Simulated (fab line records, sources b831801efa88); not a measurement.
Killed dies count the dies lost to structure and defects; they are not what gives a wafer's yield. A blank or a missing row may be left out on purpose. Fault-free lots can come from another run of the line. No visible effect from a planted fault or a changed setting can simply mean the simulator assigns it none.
Which of the tools did it?	flow sfq line	16 lots, 48 wafers sampled, at 2 steps of a route of 325

WHAT THE GAUGES SHOWED, per wafer
SFQ_I1_OVL_MEAS_913. Usual: I1_OVL gives 3 nm (standard deviation 5.3).
lot	measured	on	I1_OVL (nm)	flag
L624	day 25 21:14	overlay-01	6 2 6	
L625	day 26 00:50	overlay-02	4 5 -3	
L628	day 27 22:34	overlay-01	-4 -4 3	
L629	day 27 23:46	overlay-01	6 6 6	
L630	day 28 11:53	overlay-01	7 6 -2	
L631	day 28 20:25	overlay-01	52 50 59	OFF
L632	day 29 03:38	overlay-02	64 65 64	OFF
L633	day 29 14:25	overlay-01	61 63 59	OFF
L634	day 29 22:49	overlay-01	68 68 66	OFF
L638	day 31 12:41	overlay-02	1 3 6	
L640	day 32 04:17	overlay-02	4 8 4	
L641	day 34 01:53	overlay-02	9 8 9	
L643	day 39 17:58	overlay-02	-12 -12 -12	
L644	day 39 23:58	overlay-02	0 4 8	
L645	day 40 09:33	overlay-02	6 11 2	
L646	day 41 02:21	overlay-01	9 6 9	

EACH LOT AND THE TOOL THAT RAN IT (in order: tool; ch and the chambers of the sampled wafers; start)
lot	SFQ_TRILAYER_I1_VIA_LITHO_EXPOSE_050
L624	krf scanner-01 ch 0, day 25 19:44
L625	krf scanner-01 ch 0, day 25 23:20
L628	krf scanner-02 ch 0, day 27 21:16
L629	krf scanner-02 ch 0, day 27 22:16
L630	krf scanner-01 ch 0, day 28 10:23
L631	krf scanner-02 ch 0, day 28 19:07
L632	krf scanner-02 ch 0, day 29 02:43
L633	krf scanner-02 ch 0, day 29 13:07
L634	krf scanner-02 ch 0, day 29 21:19
L638	krf scanner-01 ch 0, day 31 11:11
L640	krf scanner-01 ch 0, day 32 02:47
L641	krf scanner-01 ch 0, day 34 00:47
L643	krf scanner-01 ch 0, day 39 16:51
L644	krf scanner-01 ch 0, day 39 22:51
L645	krf scanner-01 ch 0, day 40 08:03
L646	krf scanner-01 ch 0, day 41 00:51
- SFQ_TRILAYER_I1_VIA_LITHO_EXPOSE_050: exposes mask I1, target cd 500 nm.

AS READ BY THE TOOLS THEMSELVES (means over the sampled wafers that have a number; for cases with no such wafer, the mark the record gives instead)
The record holds no such reading with a usual standard deviation.

THE ANSWER, worked out from the rows above alone
Rule: a lot is off if the mean of its wafers that have a number lies more than 3 standard deviations from the usual mean. Also off: a lot with no number at a reading for which 4 or more lots have one. Where the step has rows for the other lots, those lots are counted as sound. First the gauges in route order, then the tools' own readings, where a lot's mean is used as printed above. At the first step where some lot is off, the reading lying furthest off is the one used; lots without a number count as furthest.
Off: L631, L632, L633, L634, seen at SFQ_I1_OVL_MEAS_913 (I1_OVL).
If a tool, at a process step before that reading, ran all the lots that are off and no sound lot after the first of them, it fits. Those tools and the gauges at SFQ_I1_OVL_MEAS_913 are tried in the same way. One fits: SFQ_TRILAYER_I1_VIA_LITHO_EXPOSE_050 on krf scanner-02. A fault onset in the window from L629 (day 27 22:16, its last sound lot) to L631 (day 28 19:07, its first lot off) fits.

WHAT HAD BEEN PUT IN BY THE SIMULATOR
Scanner matching overlay: krf scanner-02, from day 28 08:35 on, at SFQ_TRILAYER_I1_VIA_LITHO_EXPOSE_050. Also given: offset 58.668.
Shown lots that were struck: L631, L632, L633, L634. Same finding as the rule above.
